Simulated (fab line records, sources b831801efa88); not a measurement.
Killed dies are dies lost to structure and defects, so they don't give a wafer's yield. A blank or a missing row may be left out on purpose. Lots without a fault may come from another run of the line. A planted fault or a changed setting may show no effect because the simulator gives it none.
One fault seen from 2 desks | flow sky130 | each desk has only its own numbers; what lay behind them comes last

THE METROLOGY DESK
What the gauges read, lot by lot, whatever tool the lot ran on: means of the sampled wafers that have a number. A lot is out of limits, marked OUT, if its mean lies more than 4 standard deviations from the usual mean; the brackets give that distance.
Columns: A = SONOS_ONO_OVL at SKY_SONOS_ONO_OVL_MEAS_14, usual 0.1 nm; B = LDD_P_TW at SKY_LDD_P_TW_MEAS_11, usual 634; C = SD_P_TW at SKY_SD_P_TW_MEAS_11, usual 2832; D = SD_P_RS at SKY_SD_N_RS_MEAS_17, usual 146.9 ohm/sq
lot  | first seen here | A    | B             | C    | D
L827 | day 13 02:56    | 0.1  | 631           | 2865 | 146.9
L830 | day 13 18:47    | -0.8 | 633           | 2796 | 146.8
L831 | day 14 06:45    | -2.1 | 625           | 2877 | 147.4
L832 | day 14 12:23    | -0.9 | 630           | 2827 | 146.4
L834 | day 15 10:35    | 1.6  | 645           | 2827 | 147.1
L835 | day 15 18:58    | 1.2  | 642           | 2778 | 146.7
L836 | day 16 00:35    | 0.2  | 632           | 2860 | 147.1
L838 | day 16 18:05    | 1.6  | 630           | 2860 | 146.4
L839 | day 17 06:41    | 0.4  | 622           | 2796 | 147.2
L840 | day 17 08:53    | 1.8  | 623           | 2868 | 146.5
L841 | day 17 22:41    | 1.4  | 638           | 2812 | 146.9
L843 | day 18 08:20    | 0.4  | 318 (-43) OUT | 2807 | 147.3
L845 | day 18 20:50    | -1.3 | 316 (-43) OUT | 2809 | 147.1
This desk's finding: out of limits on L843, L845; first on L843, day 25 03:53 (LDD_P_TW at SKY_LDD_P_TW_MEAS_11). In limits: L827, L830, L831, L832, L834, L835, L836, L838, L839, L840, L841.

THE TOOL OWNER'S DESK: implanter-01
The tool's own readings at SKY_LDD_P_IMPLANT_09: means of the sampled wafers that have a number, for each lot that ran on this tool. A lot is out of limits, marked OUT, if its mean lies more than 4 standard deviations from the usual mean; the brackets give that distance.
Columns: A = beam_on_s at SKY_LDD_P_IMPLANT_09, usual 10.03 s; B = dose_ions_cm2 at SKY_LDD_P_IMPLANT_09, usual 9.998e+12; C = faraday_current_uA at SKY_LDD_P_IMPLANT_09, usual 56.3
lot  | first seen here | A     | B                           | C
L831 | day 20 21:28    | 9.92  | 1.000e+13                   | 56.8
L839 | day 24 03:22    | 10.01 | 9.989e+12                   | 56.5
L843 | day 25 03:40    | 10.18 | 9.810e+11 (-99 or more) OUT | 5.5 (-46) OUT
L845 | day 25 12:56    | 9.97  | 9.863e+11 (-99 or more) OUT | 5.7 (-46) OUT
This desk's finding: out of limits on L843, L845; first on L843, day 25 03:40 (dose_ions_cm2 at SKY_LDD_P_IMPLANT_09). In limits: L831, L839.

PUT TOGETHER
The tool owner's desk could have raised an alarm at day 25 03:40, on L843, L845.
The metrology desk could have raised an alarm at day 25 03:53, on L843, L845.
Of the lots named, all ran SKY_LDD_P_IMPLANT_09 on implanter-01.

WHAT THE SIMULATOR HAD PUT IN
Process parameter drift: implanter-01, from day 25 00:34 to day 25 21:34, at SKY_LDD_P_IMPLANT_09. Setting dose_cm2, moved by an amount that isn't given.
Lots struck among those shown: L843, L845.
Hours from the fault's start to each desk's first reading out of limits: the tool owner's desk, 3; the metrology desk, 3.
